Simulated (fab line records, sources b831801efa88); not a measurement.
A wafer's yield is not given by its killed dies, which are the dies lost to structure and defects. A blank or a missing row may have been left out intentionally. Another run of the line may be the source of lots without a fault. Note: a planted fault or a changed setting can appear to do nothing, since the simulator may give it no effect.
What tool caused it? :: flow sky130 :: 10 lots with 30 wafers sampled at 7 steps, on a route of 708 steps

WHAT EACH GAUGE READ, for each wafer
SKY_METAL4_OVL_MEAS_14.
lot: L825
measured: day 41 23:53
on: overlay-02
METAL4_OVL (nm): 0 0 5

lot: L828
measured: day 42 23:24
on: overlay-02
METAL4_OVL (nm): 2 -2 -4

lot: L827
measured: day 43 00:25
on: overlay-01
METAL4_OVL (nm): 1 1 1

lot: L829
measured: day 43 08:22
on: overlay-01
METAL4_OVL (nm): -1 -7 -4

lot: L836
measured: day 44 23:18
on: overlay-02
METAL4_OVL (nm): 1 5 3

lot: L837
measured: day 45 15:07
on: overlay-01
METAL4_OVL (nm): 2 6 2

lot: L843
measured: day 47 04:01
on: overlay-01
METAL4_OVL (nm): -8 -9 -7

lot: L846
measured: day 47 23:46
on: overlay-02
METAL4_OVL (nm): 2 6 -4

lot: L847
measured: day 48 04:19
on: overlay-01
METAL4_OVL (nm): 2 5 2

lot: L848
measured: day 48 11:57
on: overlay-01
METAL4_OVL (nm): -5 -5 -13

SKY_VIA4_RS_MEAS_19: measures by four-point-probe.
lot: L825
measured: day 43 02:28
on: film metro-04
VIA4_W_RS (ohm/sq): 0.2239 0.2259 0.2260

lot: L828
measured: day 44 01:09
on: film metro-01
VIA4_W_RS (ohm/sq): 0.2235 0.2238 0.2253

lot: L827
measured: day 44 01:43
on: film metro-03
VIA4_W_RS (ohm/sq): 0.2248 0.2264 0.2282

lot: L829
measured: day 44 10:32
on: film metro-04
VIA4_W_RS (ohm/sq): 0.2226 0.2217 0.2233

lot: L836
measured: day 45 23:34
on: film metro-01
VIA4_W_RS (ohm/sq): 0.2264 0.2696 0.2262

lot: L837
measured: day 46 14:42
on: film metro-03
VIA4_W_RS (ohm/sq): 0.2301 0.2707 0.2722

lot: L843
measured: day 48 01:54
on: film metro-01
VIA4_W_RS (ohm/sq): 0.2273 0.2287 0.2257

lot: L846
measured: day 48 21:04
on: film metro-04
VIA4_W_RS (ohm/sq): 0.2297 0.2254 0.2249

lot: L847
measured: day 49 01:19
on: film metro-03
VIA4_W_RS (ohm/sq): 0.2306 0.2219 0.2267

lot: L848
measured: day 49 08:25
on: film metro-01
VIA4_W_RS (ohm/sq): 0.2283 0.2256 0.2244

SKY_VIA4_THK_MEAS_20: measures by xrf.
lot: L825
measured: day 43 02:34
on: film metro-04
VIA4_W_THK (nm): 500 495 494

lot: L828
measured: day 44 01:16
on: film metro-01
VIA4_W_THK (nm): 507 501 501

lot: L827
measured: day 44 01:50
on: film metro-03
VIA4_W_THK (nm): 500 496 491

lot: L829
measured: day 44 10:38
on: film metro-04
VIA4_W_THK (nm): 505 511 504

lot: L836
measured: day 45 23:41
on: film metro-01
VIA4_W_THK (nm): 492 417 496

lot: L837
measured: day 46 14:48
on: film metro-03
VIA4_W_THK (nm): 493 417 414

lot: L843
measured: day 48 02:01
on: film metro-01
VIA4_W_THK (nm): 494 495 496

lot: L846
measured: day 48 21:11
on: film metro-04
VIA4_W_THK (nm): 486 499 496

lot: L847
measured: day 49 01:26
on: film metro-03
VIA4_W_THK (nm): 487 509 494

lot: L848
measured: day 49 08:32
on: film metro-01
VIA4_W_THK (nm): 491 497 500

SKY_PAD_OPEN_BOW_MEAS_13.
lot: L825
measured: day 46 01:00
on: film metro-01
PAD_OPEN_BOW (um): 44 46 41

lot: L828
measured: day 46 23:23
on: film metro-01
PAD_OPEN_BOW (um): 28 40 40

lot: L827
measured: day 46 23:47
on: film metro-02
PAD_OPEN_BOW (um): 50 38 51

lot: L829
measured: day 47 06:04
on: film metro-03
PAD_OPEN_BOW (um): 49 49 54

lot: L836
measured: day 48 16:08
on: film metro-01
PAD_OPEN_BOW (um): 26 28 19

lot: L837
measured: day 49 05:52
on: film metro-01
PAD_OPEN_BOW (um): 55 50 34

lot: L843
measured: day 50 11:50
on: film metro-03
PAD_OPEN_BOW (um): 37 54 48

lot: L846
measured: day 51 04:25
on: film metro-01
PAD_OPEN_BOW (um): 45 56 44

lot: L847
measured: day 51 07:16
on: film metro-01
PAD_OPEN_BOW (um): 46 44 41

lot: L848
measured: day 51 11:26
on: film metro-01
PAD_OPEN_BOW (um): 42 49 50

TOOL THAT RAN EACH LOT (tool first, then ch and the chambers of the sampled wafers, then the start)
lot: L825
SKY_VIA2_CMP_24: cmp-01 ch 0,2,3, day 36 10:59
SKY_VIA4_CVD_18: cvd w-01 ch 0,1, day 43 02:18
SKY_VIA4_CMP_21: cmp-01 ch 1,2,3, day 43 02:44

lot: L828
SKY_VIA2_CMP_24: cmp-02 ch 0,2,3, day 37 12:17
SKY_VIA4_CVD_18: cvd w-01 ch 0,1, day 44 00:59
SKY_VIA4_CMP_21: cmp-02 ch 1,2,3, day 44 01:22

lot: L827
SKY_VIA2_CMP_24: cmp-01 ch 1,3, day 37 12:49
SKY_VIA4_CVD_18: cvd w-02 ch 0,1, day 44 01:34
SKY_VIA4_CMP_21: cmp-02 ch 1,2, day 44 01:54

lot: L829
SKY_VIA2_CMP_24: cmp-02 ch 2,3, day 37 23:13
SKY_VIA4_CVD_18: cvd w-02 ch 0,1, day 44 10:24
SKY_VIA4_CMP_21: cmp-01 ch 0,1,3, day 44 10:47

lot: L836
SKY_VIA2_CMP_24: cmp-01 ch 0,1, day 39 17:56
SKY_VIA4_CVD_18: cvd w-01 ch 0,1, day 45 23:25
SKY_VIA4_CMP_21: cmp-01 ch 0,2,3, day 45 23:44

lot: L837
SKY_VIA2_CMP_24: cmp-01 ch 1,2,3, day 40 13:19
SKY_VIA4_CVD_18: cvd w-01 ch 0,1, day 46 14:34
SKY_VIA4_CMP_21: cmp-01 ch 1,2, day 46 14:53

lot: L843
SKY_VIA2_CMP_24: cmp-02 ch 0,1, day 42 07:13
SKY_VIA4_CVD_18: cvd w-02 ch 0,1, day 48 01:45
SKY_VIA4_CMP_21: cmp-02 ch 1,2, day 48 02:05

lot: L846
SKY_VIA2_CMP_24: cmp-01 ch 2,3, day 43 07:22
SKY_VIA4_CVD_18: cvd w-02 ch 0,1, day 48 20:55
SKY_VIA4_CMP_21: cmp-02 ch 1,2, day 48 21:33

lot: L847
SKY_VIA2_CMP_24: cmp-01 ch 0,1,3, day 43 13:42
SKY_VIA4_CVD_18: cvd w-02 ch 0,1, day 49 01:08
SKY_VIA4_CMP_21: cmp-01 ch 2,3, day 49 01:56

lot: L848
SKY_VIA2_CMP_24: cmp-02 ch 0,1,3, day 43 21:47
SKY_VIA4_CVD_18: cvd w-01 ch 0,1, day 49 08:16
SKY_VIA4_CMP_21: cmp-02 ch 1,2,3, day 49 08:38
- SKY_VIA2_CMP_24: polishes, stops on SiO2, t overpolish 20 s, target thk 0 nm.
- SKY_VIA4_CVD_18: deposits W, target thk 505 nm, time 152.14 s.
- SKY_VIA4_CMP_21: polishes, stops on SiO2, t overpolish 25 s, target thk 0 nm.

AS READ BY THE TOOLS THEMSELVES (means over the sampled wafers that have a number; for cases with no such wafer, the mark the record gives instead)
SKY_VIA2_CMP_24.
lot: L825
tool: cmp-01
motor current A (A): 10.6
overpolish run s (s): 20.006
platen rpm (rpm): 59.99
time to endpoint s (s): 104

lot: L828
tool: cmp-02
motor current A (A): 10.9
overpolish run s (s): 19.994
platen rpm (rpm): 59.97
time to endpoint s (s): 102

lot: L827
tool: cmp-01
motor current A (A): 11.8
overpolish run s (s): 19.995
platen rpm (rpm): 60.04
time to endpoint s (s): 106

lot: L829
tool: cmp-02
motor current A (A): 11.9
overpolish run s (s): 20.001
platen rpm (rpm): 59.98
time to endpoint s (s): 102

lot: L836
tool: cmp-01
motor current A (A): 10.1
overpolish run s (s): 20.006
platen rpm (rpm): 60.00
time to endpoint s (s): 106

lot: L837
tool: cmp-01
motor current A (A): 10.6
overpolish run s (s): 19.998
platen rpm (rpm): 60.02
time to endpoint s (s): 105

lot: L843
tool: cmp-02
motor current A (A): 10.7
overpolish run s (s): 19.994
platen rpm (rpm): 59.98
time to endpoint s (s): 103

lot: L846
tool: cmp-01
motor current A (A): 10.0
overpolish run s (s): 20.000
platen rpm (rpm): 59.99
time to endpoint s (s): 102

lot: L847
tool: cmp-01
motor current A (A): 10.9
overpolish run s (s): 19.994
platen rpm (rpm): 60.04
time to endpoint s (s): 105

lot: L848
tool: cmp-02
motor current A (A): 11.0
overpolish run s (s): 20.003
platen rpm (rpm): 60.01
time to endpoint s (s): 97

SKY_VIA4_CVD_18.
lot: L825
tool: cvd w-01
heater power w (W): 717
susceptor temp C (C): 400.11

lot: L828
tool: cvd w-01
heater power w (W): 728
susceptor temp C (C): 400.10

lot: L827
tool: cvd w-02
heater power w (W): 808
susceptor temp C (C): 399.80

lot: L829
tool: cvd w-02
heater power w (W): 797
susceptor temp C (C): 399.97

lot: L836
tool: cvd w-01
heater power w (W): 720
susceptor temp C (C): 396.79

lot: L837
tool: cvd w-01
heater power w (W): 697
susceptor temp C (C): 393.45

lot: L843
tool: cvd w-02
heater power w (W): 802
susceptor temp C (C): 400.15

lot: L846
tool: cvd w-02
heater power w (W): 802
susceptor temp C (C): 400.18

lot: L847
tool: cvd w-02
heater power w (W): 809
susceptor temp C (C): 399.95

lot: L848
tool: cvd w-01
heater power w (W): 736
susceptor temp C (C): 399.89

SKY_VIA4_CMP_21.
lot: L825
tool: cmp-01
motor current A (A): 10.9
platen rpm (rpm): 60.00
time to endpoint s (s): 125

lot: L828
tool: cmp-02
motor current A (A): 11.5
platen rpm (rpm): 60.01
time to endpoint s (s): 117

lot: L827
tool: cmp-02
motor current A (A): 11.5
platen rpm (rpm): 60.04
time to endpoint s (s): 117

lot: L829
tool: cmp-01
motor current A (A): 10.6
platen rpm (rpm): 59.99
time to endpoint s (s): 125

lot: L836
tool: cmp-01
motor current A (A): 10.4
platen rpm (rpm): 59.97
time to endpoint s (s): 113

lot: L837
tool: cmp-01
motor current A (A): 9.8
platen rpm (rpm): 59.97
time to endpoint s (s): 113

lot: L843
tool: cmp-02
motor current A (A): 11.5
platen rpm (rpm): 59.97
time to endpoint s (s): 119

lot: L846
tool: cmp-02
motor current A (A): 11.4
platen rpm (rpm): 59.96
time to endpoint s (s): 118

lot: L847
tool: cmp-01
motor current A (A): 9.9
platen rpm (rpm): 60.00
time to endpoint s (s): 123

lot: L848
tool: cmp-02
motor current A (A): 11.7
platen rpm (rpm): 59.97
time to endpoint s (s): 122

THE ANSWER, worked out from the rows above alone
Rule: what is usual is taken from the lots themselves. The widest of any qualifying gaps counts: lots, ordered by their means at a reading, are off when they make up no more than a third of the lots, leave a main group of 4 or more, and stand apart from it by 3 or more times the standard deviation of that group's means. The tables above print the reading to a certain number of digits; a main group whose means all agree to those digits is not used. Also off: a lot with no number at a reading for which 4 or more lots have one. The other lots that the step has rows for count as sound. The gauges are gone through in route order, then the tools' own readings, and for those a lot's mean is taken as printed above. At the first step where some lot is off, the reading lying furthest off is the one used; lots without a number count as furthest.
Off: L836, L837, seen at SKY_VIA4_RS_MEAS_19 (VIA4_W_RS). The main group has a mean of 0.2256 ohm/sq with a standard deviation of 0.0015.
If a tool, at a process step before that reading, ran all the lots that are off and no sound lot after the first of them, it fits. The gauges at SKY_VIA4_RS_MEAS_19 aren't tried: what is off there is off at SKY_VIA4_CVD_18 too, on other tools, and a gauge's error can't cause that. Of those tried, none fits.

WHAT WAS PUT IN BY THE SIMULATOR
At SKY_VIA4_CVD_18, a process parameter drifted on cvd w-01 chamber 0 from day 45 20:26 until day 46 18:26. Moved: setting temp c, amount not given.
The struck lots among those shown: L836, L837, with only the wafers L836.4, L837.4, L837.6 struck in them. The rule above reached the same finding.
